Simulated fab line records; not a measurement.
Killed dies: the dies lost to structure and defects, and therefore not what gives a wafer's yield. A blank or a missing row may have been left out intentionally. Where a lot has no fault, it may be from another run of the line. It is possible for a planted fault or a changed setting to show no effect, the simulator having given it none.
fab line records    flow sky130
record lots=14  wafers=42  lastDay=49
route steps=708 shown SD_P@322
lots with no fault: from the same line, run without faults
startH: hours from the record's first day to the start of the lot's first wafer shown    waitH: how many hours have passed since the lot's step before this one    " the same as in the row above    L1.1+2: a single row standing in for several wafers    - no value, or no start given    * or withheld: withheld    < > ~ a bound
route shown NAME@n: NAME is a module with steps in the file, n the number in the route of the first one    usual: the fault-free wafers' mean and standard deviation    same: alike in all rows    chamber/n: place in a boat    sites: readings site by site    _std_site: how widely they spread, as a standard deviation    _edge_site: inner sites' mean taken away from outer sites' mean    radiusMm: for every site, how far away it sits from the centre of the wafer    mask NAME#n: copy n    behind: the most recent tool/chamber to have shaped the wafer    hold: the reason the lot was held/the length of the hold in hours/how it ended    device: which transistor (n, p or np) failed to switch    end of line: tests run on the same wafers once the route is complete    for a step that has no rows: nothing shown but its recipe    killed: dies lost to structure and defects at the first sort, not the wafer's yield    map: the dies of a wafer, with x for killed, . for not killed, _ for no die there
set.NAME: the run value of the setting; set.NAME@STEP: its run value at that earlier step    model.NAME: the simulator's own value behind a step, which no gauge read
a sample of lots followed through the steps of the route, with each step as a table and each wafer as a row
services: the hour from which a tool's chamber was out of use, counted from the record's first day as startH (under 0 if before that day), plus the number of hours and why
## steps
# step SKY_SD_P_COAT_02
# recipe resist=NOVOLAK  spinRpm=3000  resistThkNm=1140
lot.wafer   tool           chamber  startH  waitH
L169.4+5+6  lithoTrack-01  0        571.05  0.1
L171.1+5+6  lithoTrack-01  0        585.87  0.1
L170.1+4+5  lithoTrack-03  0        586.03  0.1
L173.2+4+5  lithoTrack-03  0        603.05  0.1
L174.2+4+5  lithoTrack-04  0        625.22  0.1
L176.2+3+4  lithoTrack-04  0        634.92  0.1
L177.3+4+6  lithoTrack-01  0        646.57  0.1
L178.1+2+3  lithoTrack-04  0        652.50  0.1
L179.2+3+6  lithoTrack-01  0        655.70  0.1
L180.2+3+4  lithoTrack-04  0        666.47  0.1
L182.1+3+6  lithoTrack-01  0        683.12  0.1
L185.1+2+5  lithoTrack-04  0        706.90  0.1
L186.1+4+6  lithoTrack-01  0        715.42  0.1
L187.1+5+6  lithoTrack-01  0        720.47  0.1
# step SKY_SD_P_CD_MEAS_07
# recipe targetCdNm=380
# usual cdNm=378.7/2.4
lot.wafer  tool      chamber  startH  waitH  cdNm
L169.4     cdSem-01  -        586.06  0.1    378.8
L169.5     "         -        "       "      378.3
L169.6     "         -        "       "      378.0
L171.1     cdSem-01  -        600.53  0.1    385.9
L171.5     "         -        "       "      378.3
L171.6     "         -        "       "      378.5
L170.1     cdSem-01  -        600.70  0.1    378.5
L170.4     "         -        "       "      378.8
L170.5     "         -        "       "      375.4
L173.2     cdSem-01  -        617.57  0.1    382.8
L173.4     "         -        "       "      377.5
L173.5     "         -        "       "      382.1
L174.2     cdSem-02  -        639.70  0.1    377.1
L174.4     "         -        "       "      374.7
L174.5     "         -        "       "      376.9
L176.2     cdSem-02  -        649.42  0.1    379.8
L176.3     "         -        "       "      381.0
L176.4     "         -        "       "      381.5
L177.3     cdSem-02  -        661.16  0.1    376.7
L177.4     "         -        "       "      379.2
L177.6     "         -        "       "      379.1
L178.1     cdSem-02  -        667.02  0.1    378.1
L178.2     "         -        "       "      376.9
L178.3     "         -        "       "      377.0
L179.2     cdSem-01  -        670.05  0.1    377.2
L179.3     "         -        "       "      375.5
L179.6     "         -        "       "      375.6
L180.2     cdSem-02  -        680.84  0.1    375.1
L180.3     "         -        "       "      379.4
L180.4     "         -        "       "      380.1
L182.1     cdSem-01  -        696.87  0.1    377.5
L182.3     "         -        "       "      378.6
L182.6     "         -        "       "      380.0
L185.1     cdSem-02  -        721.37  0.1    377.0
L185.2     "         -        "       "      379.5
L185.5     "         -        "       "      380.1
L186.1     cdSem-02  -        729.40  0.1    470.6
L186.4     "         -        "       "      470.7
L186.6     "         -        "       "      471.4
L187.1     cdSem-02  -        734.55  0.1    473.6
L187.5     "         -        "       "      475.1
L187.6     "         -        "       "      474.3
# step SKY_SD_P_STRIP_10
# recipe chemistry=O2/N2  powerW=1400  pressureMtorr=1500  platenTempC=withheld  o2FlowSccm=3000  n2FlowSccm=300  overashFraction=0.5
# usual drypumpMotorCurrentA=5.7/0.56  oesProductAu=0.617/0.0048  stripTimeToEndpointS=17.50/0.039
lot.wafer  tool            chamber  startH  waitH  drypumpMotorCurrentA  oesProductAu  rfHoursCounterH  stripTimeToEndpointS
L169.4     plasmaAsher-01  0        586.33  0.1    6.6                   0.625         -                17.54
L169.5     "               0        "       "      6.6                   0.612         -                17.51
L169.6     "               1        "       "      6.0                   0.612         -                17.57
L171.1     plasmaAsher-04  1        600.83  0.1    5.2                   0.622         78               17.46
L171.5     "               1        "       "      5.3                   0.610         -                17.52
L171.6     "               0        "       "      5.0                   0.626         -                17.56
L170.1     plasmaAsher-01  1        601.00  0.1    6.0                   0.620         18               17.46
L170.4     "               0        "       "      6.6                   0.615         -                17.54
L170.5     "               1        "       "      6.0                   0.627         -                17.42
L173.2     plasmaAsher-02  1        617.85  0.1    5.4                   0.622         95               17.50
L173.4     "               1        "       "      5.4                   0.615         -                17.51
L173.5     "               1        "       "      5.4                   0.617         -                17.42
L174.2     plasmaAsher-02  0        639.98  0.1    5.6                   0.629         98               17.46
L174.4     "               1        "       "      5.4                   0.620         -                17.46
L174.5     "               1        "       "      5.4                   0.613         -                17.47
L176.2     plasmaAsher-02  0        649.70  0.1    5.6                   0.612         99               17.51
L176.3     "               0        "       "      5.6                   0.619         -                17.52
L176.4     "               1        "       "      5.4                   0.619         -                17.54
L177.3     plasmaAsher-02  1        661.46  0.1    5.4                   0.617         -                17.48
L177.4     "               0        "       "      5.6                   0.628         -                17.49
L177.6     "               0        "       "      5.6                   0.627         -                17.46
L178.1     plasmaAsher-04  0        667.33  0.1    5.0                   0.616         84               17.50
L178.2     "               1        "       "      5.3                   0.620         84               17.54
L178.3     "               1        "       "      5.3                   0.619         -                17.48
L179.2     plasmaAsher-01  0        670.33  0.1    6.6                   0.616         25               17.55
L179.3     "               0        "       "      6.6                   0.613         -                17.59
L179.6     "               0        "       "      6.6                   0.624         -                17.56
L180.2     plasmaAsher-01  0        681.13  0.1    6.6                   0.624         26               17.50
L180.3     "               1        "       "      6.0                   0.614         -                17.56
L180.4     "               0        "       "      6.6                   0.615         -                17.48
L182.1     plasmaAsher-04  0        697.18  0.1    5.0                   0.615         87               17.47
L182.3     "               1        "       "      5.3                   0.616         -                17.51
L182.6     "               0        "       "      5.0                   0.613         -                17.52
L185.1     plasmaAsher-02  1        721.68  0.1    5.4                   0.617         105              17.45
L185.2     "               0        "       "      5.6                   0.621         105              17.45
L185.5     "               0        "       "      5.6                   0.626         -                17.47
L186.1     plasmaAsher-02  0        729.70  0.1    5.6                   0.488         106              9.81
L186.4     "               1        "       "      5.4                   0.483         -                9.85
L186.6     "               1        "       "      5.4                   0.485         -                9.82
L187.1     plasmaAsher-01  1        734.85  0.1    6.0                   0.490         31               9.86
L187.5     "               1        "       "      6.0                   0.478         -                9.85
L187.6     "               0        "       "      6.6                   0.490         -                9.85
## services
tool            chamber  startH  hours  kind
plasmaAsher-02  -        563.16  2.7    repair
plasmaAsher-04  -        584.14  2.7    repair
lithoTrack-01   -        606.69  -      consumableReplace:filter
plasmaAsher-01  -        624.41  1.1    repair
plasmaAsher-04  -        627.18  4.0    pm
plasmaAsher-01  -        688.25  2.1    repair
plasmaAsher-02  -        733.75  9.0    pm
plasmaAsher-02  0        733.75  9.0    ventCycle
plasmaAsher-02  1        733.75  9.0    ventCycle
## key
firstSign step=SKY_SD_P_CD_MEAS_07  reading=cdNm  direction=up  sigmas=40  usual=378.7  struck=472.6
effect step=SKY_SD_P_STRIP_10  reading=stripTimeToEndpointS  direction=down  sigmas=99+  usual=*  struck=*
metAt SKY_SD_P_COAT_02
struckLots L186,L187
testerLeftOut L186,L187
onsetBetween 683.12 715.42
alsoFits time
fault kind=processParameterDrift  tool=lithoTrack-01  chamber=-  onsetH=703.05  steps=SKY_SD_P_COAT_02  channel=resistThkNm  offset=-663.08  shape=step  endH=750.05  actsIn=theseRecipesOnly  stated=1140
# testerLeftOut: of these lots the tester's yield and bins aren't shown, on N5 and GAA mostly nor the transistor test; their killed dies are dies lost to structure and defects alone, not to doping, threshold or leakage, so they don't give the yield
